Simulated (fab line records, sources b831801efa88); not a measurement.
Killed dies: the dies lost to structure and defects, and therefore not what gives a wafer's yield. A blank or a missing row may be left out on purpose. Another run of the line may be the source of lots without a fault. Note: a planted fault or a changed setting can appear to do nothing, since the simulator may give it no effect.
Comparing a struck lot with a sound one    flow gf180mcu    16 steps out of a route of 602
Sound: wafers L939.1, L939.2, L939.5. The struck wafers were L947.1, L947.3, L947.5. The cause comes at the end.
Each step with rows lists, per side, the tool, then ch with its chambers, then its first start. Under that, the readings that differ: sound wafers    struck wafers    difference of the means    sigmas: that difference in standard deviations of wafers without a fault.
alike: readings with means less than 2 such deviations apart, plus words and numbers identical on both sides. not compared: withheld readings, readings lacking a value on some wafer, bounds such as >300 that could conceal the same value, and numbers that have no deviation in the record and whose values overlap.
A row with sigmas, a row that says differs or no value, or rows on one side alone: a step with any of these is where the two part. Numbers that have no deviation but don't overlap get no sigmas and don't part them. A reading that every wafer of one side lacks parts them only if that side has two wafers or more.

first, 1 step without rows for these wafers: GF_HV_LDD_DEVELOP_06 (develop time 60 s).
GF_HV_LDD_CD_MEAS_07: the cd target is 400 nm.
  sound on cd sem-02, day 11 08:06; struck on cd sem-02, day 14 05:09
  alike: cd nm
GF_HV_LDD_OVL_MEAS_08:
  sound on overlay-01, day 11 08:13; struck on overlay-01, day 14 05:16
  alike: HV_LDD_OVL
following that, these wafers have no rows for 1 step: GF_HV_LDD_IMPLANT_09.
GF_HV_LDD_STRIP_10: strips in O2/N2.
  sound on plasma asher-01 ch 0,1, day 11 08:25; struck on plasma asher-01 ch 0, day 14 05:28
  alike: drypump motor current A, heater power w, oes product au, strip time to endpoint s
  not compared: rf hours counter h
GF_HV_LDD_TW_MEAS_11:
  sound on film metro-04, day 11 08:31; struck on film metro-02, day 14 05:34
  alike: HV_LDD_TW
then, 6 steps without rows for these wafers: GF_HV_LDD_DEHYDRATE_12 (time 60 s); GF_HV_LDD_HMDS_13 (prime time 60 s); GF_HV_LDD_COAT_14 (resist thk 1000 nm); GF_HV_LDD_SOFTBAKE_15 (time 60 s); GF_HV_LDD_EXPOSE_16 (exposes mask Pplus LV AREA, target cd 400 nm); GF_HV_LDD_PEB_17.
GF_HV_LDD_DEVELOP_18: develop time 60 s.
  sound on litho track-01 ch 0, day 12 02:36; struck on litho track-01 ch 0, day 15 01:57
GF_HV_LDD_CD_MEAS_19: the cd target is 400 nm.
  sound on cd sem-02, day 12 02:45; struck on cd sem-01, day 15 02:23
reading     sound              struck             difference  sigmas
cd nm (nm)  398.7 397.3 398.8  302.5 301.8 301.3  -96.4       -36
  not compared: hold
GF_HV_LDD_OVL_MEAS_20:
  sound on overlay-01, day 12 02:52; struck on overlay-02, day 15 05:51
reading  sound  struck                                                                      difference                    sigmas
hold     - - -  await dispo/3.3h/release await dispo/3.3h/release await dispo/3.3h/release  no value on the sound wafers  
  alike: HV_LDD_01_OVL
GF_PASSIVATION_PROBE_99:
  the record has rows for the sound wafers here (prober-01, day 30 12:05) and none for the struck ones

## WHERE THEY PART
First at GF_HV_LDD_CD_MEAS_19; last, within this record, at GF_PASSIVATION_PROBE_99.

WHY: whatever the simulator had introduced
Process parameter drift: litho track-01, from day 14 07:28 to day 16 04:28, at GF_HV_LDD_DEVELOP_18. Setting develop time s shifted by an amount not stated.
